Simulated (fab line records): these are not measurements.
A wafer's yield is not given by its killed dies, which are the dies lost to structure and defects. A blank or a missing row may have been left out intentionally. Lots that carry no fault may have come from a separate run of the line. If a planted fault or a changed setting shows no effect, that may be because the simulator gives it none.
What tool caused it? / flow sky130 / 18 wafers from 6 lots sampled at 3 of the route's 708 steps

== WHAT THE GAUGES SHOWED, per wafer ==
SKY_NWELL_RS_MEAS_29: measurement is done with a four-point probe.
lot=L649; measured=day 5 20:55; on=film metro-03; NWELL_RS (ohm/sq)=622.7 624.4 624.8
lot=L654; measured=day 7 04:05; on=film metro-01; NWELL_RS (ohm/sq)=625.4 626.7 625.2
lot=L657; measured=day 7 19:04; on=film metro-01; NWELL_RS (ohm/sq)=632.4 630.1 633.4
lot=L661; measured=day 9 05:16; on=film metro-03; NWELL_RS (ohm/sq)=624.9 625.4 626.9
lot=L664; measured=day 9 12:54; on=film metro-02; NWELL_RS (ohm/sq)=624.1 622.2 622.0
lot=L670; measured=day 11 06:26; on=film metro-03; NWELL_RS (ohm/sq)=625.0 625.7 626.0

== WHAT TOOL EACH LOT RAN ON (gives the tool, then ch and the chambers of the sampled wafers, and finally the start) ==
lot=L649; SKY_FIELD_ISO_ETCH_15=rie diel-01 ch 0,1,3, day 2 17:42; SKY_NWELL_IMPLANT_13=implanter-03 ch 0, day 5 02:27
lot=L654; SKY_FIELD_ISO_ETCH_15=rie diel-02 ch 1,2,3, day 3 16:45; SKY_NWELL_IMPLANT_13=implanter-04 ch 0, day 6 08:10
lot=L657; SKY_FIELD_ISO_ETCH_15=rie diel-04 ch 1,2,3, day 4 09:44; SKY_NWELL_IMPLANT_13=implanter-03 ch 0, day 7 00:04
lot=L661; SKY_FIELD_ISO_ETCH_15=rie diel-04 ch 0,2,3, day 5 07:44; SKY_NWELL_IMPLANT_13=implanter-04 ch 0, day 8 07:35
lot=L664; SKY_FIELD_ISO_ETCH_15=rie diel-04 ch 0,1,3, day 5 20:29; SKY_NWELL_IMPLANT_13=implanter-04 ch 0, day 8 15:36
lot=L670; SKY_FIELD_ISO_ETCH_15=rie diel-01 ch 0,1,3, day 7 05:36; SKY_NWELL_IMPLANT_13=implanter-04 ch 0, day 10 07:15
- SKY_FIELD_ISO_ETCH_15: etches the open film in CHF3/O2, stops on Si, target depth 180 nm, time 72 s.
- SKY_NWELL_IMPLANT_13

== THE ANSWER, worked out from the rows above alone ==
Rule: the lots themselves supply what counts as usual. The widest of any qualifying gaps counts: lots, ordered by their means at a reading, are off when they make up no more than a third of the lots, leave a main group of 4 or more, and stand apart from it by 3 or more times the standard deviation of that group's means. Not used: any main group whose means are identical at the precision the tables above print for the reading. A lot without any number at a reading at which 4 lots or more have one is off too. Any other lot the step has rows for is counted as sound.
Off: at SKY_NWELL_RS_MEAS_29 (NWELL_RS), L657. The main group has a mean of 624.8 ohm/sq with a standard deviation of 1.2.
A tool fits if, at a process step before that reading, it ran every lot that is off, and no sound lot after the first of them. Those tools and the gauges at SKY_NWELL_RS_MEAS_29 are tried in the same way. 2 tools fit, implanter-03 at SKY_NWELL_IMPLANT_13 and film metro-01 at SKY_NWELL_RS_MEAS_29, so this cannot tell which one it is.

== WHAT THE SIMULATOR PUT IN ==
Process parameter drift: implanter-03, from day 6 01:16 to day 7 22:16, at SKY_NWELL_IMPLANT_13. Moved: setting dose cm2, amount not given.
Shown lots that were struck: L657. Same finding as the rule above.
